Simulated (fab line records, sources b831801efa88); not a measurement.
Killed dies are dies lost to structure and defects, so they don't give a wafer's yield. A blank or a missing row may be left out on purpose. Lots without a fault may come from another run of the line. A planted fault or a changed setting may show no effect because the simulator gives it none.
A struck lot beside a sound one | flow sfq_line | 14 steps out of a route of 325
Sound: wafers L199.1, L199.5, L199.6. Struck: wafers L204.2, L204.3, L204.4. The cause comes at the end.
At each step with rows: each side's tool, then ch and its chambers, then its first start. Under that, the readings that differ: sound wafers | struck wafers | difference of the means | sigmas: that difference in standard deviations of wafers without a fault.
alike: readings whose means differ by less than 2 such deviations, and words and numbers that are the same on both sides. not compared: withheld readings, readings that some wafer has no value for, bounds like >300 that may hide the same value, and numbers for which the record gives no deviation and whose values overlap.
The two part at a step that has a row with sigmas, a row that says differs or no value, or rows on one side only. Numbers that don't overlap but have no deviation are shown without sigmas and don't part them. A reading that every wafer of one side lacks parts them only if that side has two wafers or more.

first, 1 step without rows for these wafers: SFQ_TRILAYER_R5_LITHO_DEVELOP_138 (time 60 s).
SFQ_R5_OVL_MEAS_935:
  sound on overlay-01, day 63 05:34; struck on overlay-01, day 64 22:23
  alike: R5_OVL
SFQ_TRILAYER_R5_BARC_OPEN_METAL_ETCH_177: etches BARC in O2, target depth 125 nm, time 41.7 s.
  sound on rie_metal-04 ch 0,1, day 63 05:37; struck on rie_metal-04 ch 0,1, day 64 22:25
  alike: drypump_motor_current_A, oes_product_au
  not compared: rf_hours_counter_h
SFQ_TRILAYER_R5_ETCH_METAL_ETCH_139: etches the open film in Cl2, stops on SiO2, target depth 60 nm, time 40 s.
  sound on rie_metal-04 ch 0,1, day 63 05:40; struck on rie_metal-04 ch 0,1, day 64 22:28
  alike: drypump_motor_current_A, oes_product_au
  not compared: rf_hours_counter_h
SFQ_TRILAYER_R5_STRIP_STRIP_140: strips in O2.
  sound on rie_metal-04 ch 0,1, day 63 05:44; struck on rie_metal-04 ch 0,1, day 64 22:32
  alike: drypump_motor_current_A, oes_product_au, platen_temp_c
  not compared: rf_hours_counter_h
then, 1 step without rows for these wafers: SFQ_TRILAYER_R5_STRIP_SOLV_CLEAN_141 (cleans in NMP, time 600 s).
SFQ_TRILAYER_A5C_DEP_PECVD_142: deposits SiO2 from SiH4/N2O, time 15.556 s, target thk 70 nm.
  sound on pecvd-03 ch 1,2, day 63 06:30; struck on pecvd-03 ch 1,2, day 64 23:19
  alike: heater_power_w, throttle_valve_pct
then, 5 steps without rows for these wafers: SFQ_TRILAYER_I5_LITHO_COAT_149 (resist thk 62 nm); SFQ_TRILAYER_I5_LITHO_COAT_144 (resist thk 650 nm); SFQ_TRILAYER_I5_LITHO_SOFTBAKE_148; SFQ_TRILAYER_I5_LITHO_EXPOSE_145 (exposes mask I5, target cd 700 nm); SFQ_TRILAYER_I5_LITHO_PEB_147 (peb time 60 s).
-- the record jumps here: 5 days lie between the struck wafers' starts before and after --
SFQ_TRILAYER_I5_LITHO_DEVELOP_146: time 60 s.
  sound on litho_track-04 ch 0, day 68 00:43; struck on litho_track-04, day 70 07:06
  no value came back on the struck wafers for chill_plate_temp_C (C), exhaust_pa (Pa); on the sound wafers chill_plate_temp_C (C) reads 23.00 23.08 22.99
  reading                                             | sound             | struck            | difference | sigmas
  model.KrF_of_TRILAYER_I5_LITHO_COAT_144.thk_nm (nm) | 625.6 624.4 624.9 | 645.6 648.3 649.1 | +22.7      |
SFQ_I5_OVL_MEAS_936:
  sound on overlay-01, day 68 00:52; struck on overlay-02, day 70 07:14
  reading     | sound | struck | difference                    | sigmas
  I5_OVL (nm) | 8 6 1 | - - -  | no value on the struck wafers |

WHERE THEY PART
First at SFQ_TRILAYER_I5_LITHO_DEVELOP_146; last, within this record, at SFQ_I5_OVL_MEAS_936.

WHY: what the simulator had put in
Skipped step whole: litho_track-04, from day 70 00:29 on, at SFQ_TRILAYER_I5_LITHO_DEVELOP_146. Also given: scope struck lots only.
